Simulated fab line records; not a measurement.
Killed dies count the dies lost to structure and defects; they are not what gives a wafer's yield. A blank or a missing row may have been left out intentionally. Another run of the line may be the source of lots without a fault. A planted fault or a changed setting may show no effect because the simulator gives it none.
Problem report in the 8D (eight disciplines) form, filled by code -- flow gf180mcu -- the parts of the form that need people (team, actions taken, sign-off) are left out

## 1. WHAT IS WRONG
Mean of oes product au at GF_M5_METAL_ETCH_10: 0.850 a.u. across 5 wafers in 2 lots; on wafers with no fault it is 0.972 a.u. (standard deviation 0.0067). Measured from the usual mean, that is -18 standard deviations.
The step: etches the open film in Cl2/BCl3, stops on SiO2, target depth 627.5 nm, time 104.6 s.
Seen first at day 32 03:51 on rie metal-04, wafer L884.4. The record has a number at this step for 35 wafers belonging to 12 lots. Rule for "out" (also "out of limits"): further than 4 standard deviations from the usual mean. Any other wafer with a number is counted as sound.

## 2. WHAT THIS IS AND IS NOT
question,is,is not
which readings at this step,"oes product au, throttle valve pct","drypump motor current A, he backside leak sccm"
which lots,"L884, L886","L865, L866, L870, L872, L874, L875, L876, L878, L879, L883"
which wafers of those lots,all that have a number,-
read on which tools,"rie metal-03, rie metal-04",rie metal-01
when,from day 32 03:51,up to then (30 sound wafers)

## 3. WHAT RULES OUT EACH SUSPECT
Counting: a tool stays on the suspect list if, at a process step up to the reading, it processed all lots that are out and no sound lot following the first of them.
- pvd sputter-01 at GF_MIM_SPUTTER_02 (material AlCu, target thk 450 nm, time 23.9 s): kept. It processed each lot that is out, first L884 at day 30 17:23, and no sound lot thereafter; up to then, the last sound lot it processed was L878 at day 29 05:36.
Left after counting: pvd sputter-01 at GF_MIM_SPUTTER_02.

## 4. THE CAUSE (what the simulator had put in)
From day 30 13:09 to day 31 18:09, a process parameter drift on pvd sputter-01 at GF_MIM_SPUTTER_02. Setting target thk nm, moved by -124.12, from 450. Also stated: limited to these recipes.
Only this tool survived the counting.

## 5. THE CHAIN OF EFFECTS, in route order
Each row: a reading whose mean over the struck wafers that have a number lies more than 3 standard deviations from the usual. Readings are gone through only where the record gives a usual standard deviation; hours: the median, over the lots, of the time from a lot's start at the first step in this table giving one to that lot's start at this step; sigmas: the change measured in usual standard deviations.
hours,step,reading,usual,on struck wafers,change,sigmas
0,GF_M5_METAL_ETCH_10,oes product au,0.972 a.u.,0.850,-0.122,-18
0,GF_M5_METAL_ETCH_10,throttle valve pct,28.249 %,28.383,+0.134,+11
It contains these process steps:
- GF_M5_METAL_ETCH_10: etches the open film in Cl2/BCl3, stops on SiO2, target depth 627.5 nm, time 104.6 s.

## 6. WHAT WOULD HAVE CAUGHT IT SOONER
First out-of-limits reading in this record: day 32 03:51, which is 39 hours after fault onset at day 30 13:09.
Tool readings at GF_MIM_SPUTTER_02 with a usual standard deviation given in the record: none out on any struck wafer, hence no alarm at a limit of 4 standard deviations on them.
By day 32 03:51 the whole set of lots that are out, 2 in number, had already begun GF_MIM_SPUTTER_02 on pvd sputter-01. A hold on the tool at that time would have spared none of them.
